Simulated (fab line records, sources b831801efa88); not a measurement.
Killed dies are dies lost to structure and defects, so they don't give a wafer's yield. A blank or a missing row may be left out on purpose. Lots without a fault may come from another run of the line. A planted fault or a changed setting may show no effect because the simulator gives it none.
Which tool did it? | flow gf180mcu | 12 lots, 36 wafers sampled, at 1 step of a route of 602

WHAT THE GAUGES READ, wafer by wafer
GF_M2_THK_MEAS_06: measures by xrf.
lot  | measured     | on            | M2_ALCU_THK (nm)
L075 | day 18 12:46 | film_metro-04 | 466 457 459
L077 | day 19 02:47 | film_metro-04 | 454 456 460
L079 | day 20 01:48 | film_metro-02 | 463 467 471
L081 | day 21 03:35 | film_metro-04 | 463 461 464
L083 | day 21 11:50 | film_metro-03 | 461 469 462
L085 | day 22 10:38 | film_metro-04 | 461 472 469
L087 | day 23 03:00 | film_metro-04 | 463 464 461
L089 | day 23 22:03 | film_metro-03 | 464 458 459
L091 | day 24 11:24 | film_metro-02 | 463 468 467
L093 | day 25 00:29 | film_metro-02 | 467 468 459
L095 | day 25 16:08 | film_metro-02 | 464 455 459
L097 | day 26 07:44 | film_metro-03 | 471 472 468

WHICH TOOL RAN EACH LOT (tool, then ch and the chambers of the sampled wafers, then the start)
The record holds no process step before these readings.

THE ANSWER, worked out from the rows above alone
Rule: what is usual is taken from the lots themselves. Put in order of their means at a reading, lots are off if they are a third of the lots or fewer, leave a main group of 4 or more, and stand apart from it by a gap of 3 or more times the standard deviation of the main group's means; of several such gaps the widest counts. A main group whose means are all the same, to the digits that the tables above print for the reading, isn't used. A lot without any number at a reading at which 4 lots or more have one is off too. The other lots that the step has rows for count as sound.
No lot is off at any reading shown: from this, nothing can be told.

WHAT THE SIMULATOR HAD PUT IN
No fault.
